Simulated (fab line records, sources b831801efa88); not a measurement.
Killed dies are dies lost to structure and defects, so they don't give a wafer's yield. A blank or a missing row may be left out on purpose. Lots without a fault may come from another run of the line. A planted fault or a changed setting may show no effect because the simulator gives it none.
Which tool did it? | flow sky130 | 13 lots, 39 wafers sampled, at 3 steps of a route of 708

WHAT THE GAUGES READ, wafer by wafer
SKY_VT_ADJUST_LVTN_TW_MEAS_21.
lot  | measured     | on            | VT_ADJUST_LVTN_2_TW
L971 | day 7 15:40  | film_metro-04 | 184.9 184.4 184.6
L972 | day 7 22:43  | film_metro-01 | 187.6 187.9 187.6
L973 | day 8 07:24  | film_metro-04 | 186.0 186.0 185.7
L976 | day 9 04:17  | film_metro-03 | 189.3 188.4 188.2
L980 | day 10 15:23 | film_metro-01 | 186.2 187.2 185.6
L981 | day 10 15:40 | film_metro-04 | 184.9 184.7 185.2
L982 | day 10 18:13 | film_metro-01 | 185.6 185.4 185.3
L983 | day 10 21:37 | film_metro-01 | 185.5 186.2 185.5
L985 | day 11 16:11 | film_metro-01 | 186.0 186.2 185.7
L986 | day 11 21:04 | film_metro-03 | 188.9 189.2 189.5
L990 | day 13 15:31 | film_metro-01 | 186.7 185.2 186.4
L991 | day 13 16:28 | film_metro-04 | 186.1 186.3 185.4
L994 | day 14 17:04 | film_metro-03 | 187.9 188.8 188.3

WHICH TOOL RAN EACH LOT (tool, then ch and the chambers of the sampled wafers, then the start)
lot  | SKY_FIELD_ISO_WET_ETCH_28      | SKY_NWELL_STRIP_14
L971 | wet_bench-02 ch 1, day 2 09:59 | plasma_asher-04 ch 0,1, day 4 11:58
L972 | wet_bench-04 ch 1, day 2 14:05 | plasma_asher-04 ch 0,1, day 4 18:31
L973 | wet_bench-04 ch 0, day 2 20:53 | plasma_asher-02 ch 0,1, day 5 02:46
L976 | wet_bench-02 ch 0, day 3 12:15 | plasma_asher-02 ch 0,1, day 5 19:17
L980 | wet_bench-04 ch 1, day 4 13:03 | plasma_asher-04 ch 0,1, day 6 22:36
L981 | wet_bench-02 ch 1, day 4 14:33 | plasma_asher-02 ch 0,1, day 7 01:37
L982 | wet_bench-04 ch 2, day 4 18:50 | plasma_asher-04 ch 0,1, day 7 06:31
L983 | wet_bench-02 ch 0, day 4 23:14 | plasma_asher-04 ch 0,1, day 7 10:43
L985 | wet_bench-02 ch 1, day 5 12:35 | plasma_asher-01 ch 0,1, day 8 00:57
L986 | wet_bench-03 ch 0, day 5 16:30 | plasma_asher-04 ch 0,1, day 8 05:46
L990 | wet_bench-03 ch 2, day 6 15:20 | plasma_asher-01 ch 0,1, day 9 20:52
L991 | wet_bench-04 ch 0, day 6 19:40 | plasma_asher-04 ch 0,1, day 9 21:17
L994 | wet_bench-04 ch 0, day 7 11:13 | plasma_asher-04 ch 1, day 10 13:51
- SKY_FIELD_ISO_WET_ETCH_28: etches SiO2 in dHF, target depth 23.7 nm, time 47 s.
- SKY_NWELL_STRIP_14: strips in O2/N2.

WHAT THE TOOLS THEMSELVES READ (means of the sampled wafers that have a number; where no wafer has one, the mark that the record gives instead)
SKY_FIELD_ISO_WET_ETCH_28.
lot  | tool         | bath_heat_duty_pct (%) | temp_c (C)
L971 | wet_bench-02 | 6.8                    | 25.00
L972 | wet_bench-04 | 6.7                    | 24.84
L973 | wet_bench-04 | 5.6                    | 24.98
L976 | wet_bench-02 | 6.4                    | 25.05
L980 | wet_bench-04 | 6.5                    | 25.16
L981 | wet_bench-02 | 29.6                   | 41.89
L982 | wet_bench-04 | 6.2                    | 25.04
L983 | wet_bench-02 | 30.8                   | 41.96
L985 | wet_bench-02 | 30.1                   | 41.93
L986 | wet_bench-03 | 6.4                    | 25.06
L990 | wet_bench-03 | 6.5                    | 25.00
L991 | wet_bench-04 | 5.8                    | 24.94
L994 | wet_bench-04 | 5.5                    | 25.02

SKY_NWELL_STRIP_14.
lot  | tool            | drypump_motor_current_A (A) | oes_product_au (a.u.) | strip_time_to_endpoint_s (s)
L971 | plasma_asher-04 | 5.5                         | 0.722                 | 36.99
L972 | plasma_asher-04 | 5.5                         | 0.724                 | 36.99
L973 | plasma_asher-02 | 6.4                         | 0.725                 | 36.93
L976 | plasma_asher-02 | 6.5                         | 0.720                 | 37.00
L980 | plasma_asher-04 | 5.5                         | 0.725                 | 36.95
L981 | plasma_asher-02 | 6.4                         | 0.719                 | 36.89
L982 | plasma_asher-04 | 5.4                         | 0.722                 | 36.99
L983 | plasma_asher-04 | 5.4                         | 0.725                 | 37.00
L985 | plasma_asher-01 | 5.8                         | 0.719                 | 36.81
L986 | plasma_asher-04 | 5.4                         | 0.721                 | 36.86
L990 | plasma_asher-01 | 5.8                         | 0.723                 | 36.93
L991 | plasma_asher-04 | 5.5                         | 0.723                 | 36.92
L994 | plasma_asher-04 | 5.7                         | 0.724                 | 36.92

THE ANSWER, worked out from the rows above alone
Rule: what is usual is taken from the lots themselves. Put in order of their means at a reading, lots are off if they are a third of the lots or fewer, leave a main group of 4 or more, and stand apart from it by a gap of 3 or more times the standard deviation of the main group's means; of several such gaps the widest counts. A main group whose means are all the same, to the digits that the tables above print for the reading, isn't used. A lot without any number at a reading at which 4 lots or more have one is off too. The other lots that the step has rows for count as sound. The gauges are gone through in route order, then the tools' own readings, and for those a lot's mean is taken as printed above. The first step at which some lot is off is used, and at that step the reading that is off furthest; a lot without a number counts as furthest.
Off: L981, L983, L985, at SKY_FIELD_ISO_WET_ETCH_28 (temp_c). The main group: mean 25.01 C, standard deviation 0.079.
A tool fits if, at that step or a process step before it, it ran every lot that is off, and no sound lot after the first of them. One fits: wet_bench-02 at SKY_FIELD_ISO_WET_ETCH_28. Its last sound lot is L976 (day 3 12:15), its first lot that is off L981 (day 4 14:33): a fault that began between those two fits.
The tool's own readings at SKY_FIELD_ISO_WET_ETCH_28 bear it out: on the lots that are off they differ by more than 5 times the standard deviation of the sound lots' means. bath_heat_duty_pct reads 30.2 % there against 6.2 % on the sound lots; temp_c reads 41.93 C there against 25.01 C on the sound lots.

WHAT THE SIMULATOR HAD PUT IN
Process parameter drift: wet_bench-02, from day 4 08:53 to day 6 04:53, at SKY_FIELD_ISO_WET_ETCH_28. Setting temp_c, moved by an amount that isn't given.
Lots struck among those shown: L981, L983, L985. The rule above found the same.
